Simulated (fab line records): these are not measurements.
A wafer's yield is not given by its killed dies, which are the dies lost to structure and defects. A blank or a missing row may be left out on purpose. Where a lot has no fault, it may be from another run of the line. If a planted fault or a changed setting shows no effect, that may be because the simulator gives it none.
A lot that was struck, set against a sound lot    flow gf180mcu    30 out of 602 route steps
Sound: the wafers L606.1, L606.2, L606.5. Struck: wafer L599.1 (left out: L599.4, L599.5 of the same lot, which were not struck); the cause appears at the end.
At each step with rows: each side's tool, then ch and its chambers, then its first start. Under that, the readings that differ: sound wafers    struck wafers    difference of the means    sigmas: that difference in standard deviations of wafers without a fault.
alike: readings whose means differ by less than 2 such deviations, and words and numbers that are the same on both sides. not compared: withheld readings, readings that some wafer has no value for, bounds like >300 that may hide the same value, and numbers for which the record gives no deviation and whose values overlap.
A row with sigmas, a row that says differs or no value, or rows on one side alone: a step with any of these is where the two part. Numbers that don't overlap but have no deviation are shown without sigmas and don't part them. A reading that every wafer of one side lacks parts them only if that side has two wafers or more.

first, 4 steps without rows for these wafers: GF_M1_SOFTBAKE_10 (time 60 s); GF_M1_EXPOSE_11 (exposes mask Metal1, target cd 230 nm); GF_M1_PEB_12 (peb time 90 s); GF_M1_DEVELOP_13 (develop time 60 s).
GF_M1_CD_MEAS_14: the cd target is 230 nm.
  struck on cd_sem-02, day 21 08:16; sound on cd_sem-01, day 23 16:16
  alike: cd_nm
GF_M1_OVL_MEAS_15:
  struck on overlay-01, day 21 08:23; sound on overlay-01, day 23 16:23
reading      sound        struck  difference  sigmas
M1_OVL (nm)  -14 -10 -13  3       +15         +2
GF_M1_METAL_ETCH_16: etches the open film in Cl2/BCl3, stops on SiO2, target depth 627.5 nm, time 104.6 s.
  sound on rie_metal-01 ch 0,1, day 23 16:25; struck on rie_metal-04 ch 0, day 21 08:26
  alike: drypump_motor_current_A, oes_product_au, throttle_valve_pct
  not compared: rf_hours_counter_h
GF_M1_STRIP_17: strips in O2/N2.
  sound on plasma_asher-01 ch 0,1, day 23 16:31; struck on plasma_asher-02 ch 0, day 21 08:32
  alike: drypump_motor_current_A, heater_power_w, oes_product_au, strip_time_to_endpoint_s
  not compared: rf_hours_counter_h
then, 3 steps without rows for these wafers: GF_M1_STRIP_18 (strips in post etch residue remover, time 1200 s); GF_M1_CLEAN_19 (cleans in DIW); GF_V1_CVD_00 (deposits SiO2, target thk 600 nm, time 100 s).
GF_V1_THK_MEAS_01:
  struck on film_metro-02, day 21 09:09; sound on film_metro-04, day 23 17:10
  alike: V1_CVD_00_THK
GF_V1_CVD_02: deposits SiO2 from TEOS, target thk 850 nm, time 94.851 s.
  sound on pecvd-03 ch 0,1, day 23 17:13; struck on pecvd-02 ch 0, day 21 09:13
  alike: heater_power_w
GF_V1_THK_MEAS_03:
  struck on film_metro-02, day 21 09:17; sound on film_metro-01, day 23 17:17
reading             sound        struck  difference  sigmas
V1_CVD_02_THK (nm)  849 844 853  722     -127        -9
GF_V1_CMP_04: polishes SiO2.
  sound on cmp-02 ch 0,2,3, day 23 17:27; struck on cmp-01 ch 2, day 21 09:20
reading              sound           struck  difference  sigmas
motor_current_A (A)  12.6 12.1 12.8  10.2    -2.3        -2
  alike: time_to_endpoint_s
GF_V1_BOW_MEAS_05:
  struck on film_metro-01, day 21 09:38; sound on film_metro-02, day 23 17:39
  alike: V1_BOW
then, 8 steps without rows for these wafers: GF_V1_DEHYDRATE_06 (time 60 s); GF_V1_HMDS_07 (prime time 60 s); GF_V1_COAT_08; GF_V1_COAT_09 (resist thk 1000 nm); GF_V1_SOFTBAKE_10 (time 60 s); GF_V1_EXPOSE_11 (exposes mask Via1, target cd 260 nm); GF_V1_PEB_12 (peb time 90 s); GF_V1_DEVELOP_13 (develop time 60 s).
GF_V1_CD_MEAS_14: the cd target is 260 nm.
  struck on cd_sem-02, day 22 08:31; sound on cd_sem-02, day 24 15:55
  alike: cd_nm
GF_V1_OVL_MEAS_15:
  struck on overlay-02, day 22 08:38; sound on overlay-02, day 24 16:02
  alike: V1_OVL
GF_V1_ETCH_16: etches BARC in N2/H2.
  sound on rie_diel-01 ch 0,3, day 24 16:04; struck on rie_diel-04 ch 0, day 22 08:40
  alike: drypump_motor_current_A, oes_product_au, throttle_valve_pct
GF_V1_ETCH_17: etches SiO2 in C4F8/O2/Ar, stops on TiN, target depth 630 nm.
  sound: rie_diel-01 ch 0,3; struck: rie_diel-04 ch 0
reading                sound              struck  difference  sigmas
oes_product_au (a.u.)  0.855 0.861 0.851  0.782   -0.074      -15
GF_V1_STRIP_18: strips in O2/N2.
  sound on plasma_asher-03 ch 0,1, day 24 16:11; struck on plasma_asher-02 ch 1, day 22 08:47
  alike: drypump_motor_current_A, heater_power_w, oes_product_au
  not compared: rf_hours_counter_h
following that, these wafers have no rows for 1 step: GF_PASSIVATION_PROBE_99.

WHERE THEY PART
At GF_M1_OVL_MEAS_15 first; at GF_V1_ETCH_17 last (within this record only). Later steps at which nothing parts them and some readings are alike: GF_V1_STRIP_18.

WHY: what the simulator had put in
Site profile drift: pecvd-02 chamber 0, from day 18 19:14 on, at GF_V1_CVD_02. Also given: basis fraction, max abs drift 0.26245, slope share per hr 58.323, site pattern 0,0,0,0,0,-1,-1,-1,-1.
